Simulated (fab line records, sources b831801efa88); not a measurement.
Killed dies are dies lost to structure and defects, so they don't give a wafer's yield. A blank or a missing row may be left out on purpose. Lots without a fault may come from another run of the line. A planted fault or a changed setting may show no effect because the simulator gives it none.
Which tool did it? | flow sky130 | 13 lots, 39 wafers sampled, at 4 steps of a route of 708

WHAT THE GAUGES READ, wafer by wafer
SKY_VIA1_BOW_MEAS_03.
lot  | measured     | on            | VIA1_BOW (um)
L710 | day 33 20:14 | film_metro-03 | 90 75 79
L711 | day 33 20:58 | film_metro-02 | 83 83 86
L712 | day 34 05:21 | film_metro-03 | 77 82 69
L713 | day 34 19:43 | film_metro-02 | 75 82 94
L714 | day 35 05:19 | film_metro-02 | 83 77 88
L715 | day 35 17:20 | film_metro-03 | 95 100 77
L717 | day 36 00:08 | film_metro-03 | 71 87 82
L719 | day 36 13:09 | film_metro-02 | 77 91 81
L721 | day 37 05:28 | film_metro-02 | 83 77 76
L725 | day 38 10:09 | film_metro-04 | 87 78 70
L728 | day 39 05:41 | film_metro-02 | 87 85 88
L729 | day 40 00:43 | film_metro-03 | 77 72 79
L731 | day 40 01:53 | film_metro-03 | 100 93 81

SKY_VIA2_BOW_MEAS_03.
lot  | measured     | on            | VIA2_BOW (um)
L710 | day 36 03:44 | film_metro-03 | 98 85 88
L711 | day 36 05:26 | film_metro-01 | 85 87 88
L712 | day 36 13:05 | film_metro-03 | 82 86 75
L713 | day 37 02:30 | film_metro-01 | 80 85 99
L714 | day 37 12:27 | film_metro-01 | 86 81 93
L715 | day 38 00:43 | film_metro-04 | 104 108 86
L717 | day 38 06:06 | film_metro-03 | 77 95 89
L719 | day 38 19:30 | film_metro-01 | 85 99 89
L721 | day 39 10:38 | film_metro-01 | 86 81 82
L725 | day 40 15:39 | film_metro-01 | 96 88 80
L728 | day 41 09:28 | film_metro-01 | 91 91 92
L729 | day 42 03:47 | film_metro-04 | 82 79 85
L731 | day 42 05:44 | film_metro-03 | 106 100 88

WHICH TOOL RAN EACH LOT (tool, then ch and the chambers of the sampled wafers, then the start)
lot  | SKY_METAL2_SPUTTER_04        | SKY_METAL2_SOFTBAKE_11
L710 | pvd_sputter-03, day 34 23:44 | litho_track-03 ch 0, day 35 13:00
L711 | pvd_sputter-01, day 35 01:22 | litho_track-03 ch 0, day 35 15:00
L712 | pvd_sputter-01, day 35 09:18 | litho_track-04 ch 0, day 35 22:00
L713 | pvd_sputter-03, day 35 23:28 | litho_track-04 ch 0, day 36 12:00
L714 | pvd_sputter-02, day 36 09:36 | litho_track-01 ch 0, day 36 22:00
L715 | pvd_sputter-03, day 36 21:33 | litho_track-04 ch 0, day 37 10:00
L717 | pvd_sputter-01, day 37 03:45 | litho_track-04 ch 0, day 37 16:00
L719 | pvd_sputter-02, day 37 16:27 | litho_track-01 ch 0, day 38 04:00
L721 | pvd_sputter-03, day 38 08:32 | litho_track-03 ch 0, day 38 21:00
L725 | pvd_sputter-02, day 39 13:26 | litho_track-01 ch 0, day 40 02:00
L728 | pvd_sputter-02, day 40 07:41 | litho_track-03 ch 0, day 40 19:00
L729 | pvd_sputter-03, day 41 02:30 | litho_track-03 ch 0, day 41 14:00
L731 | pvd_sputter-01, day 41 04:23 | litho_track-04 ch 0, day 41 16:00
- SKY_METAL2_SPUTTER_04: material TiN, target thk 70 nm, time 61.14 s.
- SKY_METAL2_SOFTBAKE_11: time 90 s.

WHAT THE TOOLS THEMSELVES READ (means of the sampled wafers that have a number; where no wafer has one, the mark that the record gives instead)
SKY_METAL2_SPUTTER_04.
lot  | tool           | throttle_valve_pct (%)
L710 | pvd_sputter-03 | 30.2
L711 | pvd_sputter-01 | 31.2
L712 | pvd_sputter-01 | 31.3
L713 | pvd_sputter-03 | 31.1
L714 | pvd_sputter-02 | 29.7
L715 | pvd_sputter-03 | 29.8
L717 | pvd_sputter-01 | 29.7
L719 | pvd_sputter-02 | 30.4
L721 | pvd_sputter-03 | 30.7
L725 | pvd_sputter-02 | 31.0
L728 | pvd_sputter-02 | 29.9
L729 | pvd_sputter-03 | 29.9
L731 | pvd_sputter-01 | 29.0

SKY_METAL2_SOFTBAKE_11.
lot  | tool           | heater_power_total_W (W) | plate_temp_C (C)
L710 | litho_track-03 | 57.35                    | 100.02
L711 | litho_track-03 | 57.33                    | 100.04
L712 | litho_track-04 | 57.38                    | 100.00
L713 | litho_track-04 | 57.45                    | 100.00
L714 | litho_track-01 | 57.34                    | 99.96
L715 | litho_track-04 | 57.27                    | 99.82
L717 | litho_track-04 | 57.33                    | 99.80
L719 | litho_track-01 | 57.30                    | 99.92
L721 | litho_track-03 | 57.35                    | 100.04
L725 | litho_track-01 | 57.19                    | 100.04
L728 | litho_track-03 | 56.56                    | 99.13
L729 | litho_track-03 | 56.58                    | 99.05
L731 | litho_track-04 | 57.33                    | 99.97

THE ANSWER, worked out from the rows above alone
Rule: what is usual is taken from the lots themselves. Put in order of their means at a reading, lots are off if they are a third of the lots or fewer, leave a main group of 4 or more, and stand apart from it by a gap of 3 or more times the standard deviation of the main group's means; of several such gaps the widest counts. A main group whose means are all the same, to the digits that the tables above print for the reading, isn't used. A lot without any number at a reading at which 4 lots or more have one is off too. The other lots that the step has rows for count as sound. The gauges are gone through in route order, then the tools' own readings, and for those a lot's mean is taken as printed above. The first step at which some lot is off is used, and at that step the reading that is off furthest; a lot without a number counts as furthest.
Off: L728, L729, at SKY_METAL2_SOFTBAKE_11 (heater_power_total_W). The main group: mean 57.33 W, standard deviation 0.062.
A tool fits if, at that step or a process step before it, it ran every lot that is off, and no sound lot after the first of them. One fits: litho_track-03 at SKY_METAL2_SOFTBAKE_11. Its last sound lot is L721 (day 38 21:00), its first lot that is off L728 (day 40 19:00): a fault that began between those two fits.
The tool's own readings at SKY_METAL2_SOFTBAKE_11 bear it out: on the lots that are off they differ by more than 5 times the standard deviation of the sound lots' means. heater_power_total_W reads 56.57 W there against 57.33 W on the sound lots; plate_temp_C reads 99.09 C there against 99.96 C on the sound lots.

WHAT THE SIMULATOR HAD PUT IN
Process parameter drift: litho_track-03, from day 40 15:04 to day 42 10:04, at SKY_METAL2_SOFTBAKE_11. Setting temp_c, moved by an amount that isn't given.
Lots struck among those shown: L728, L729. The rule above found the same.
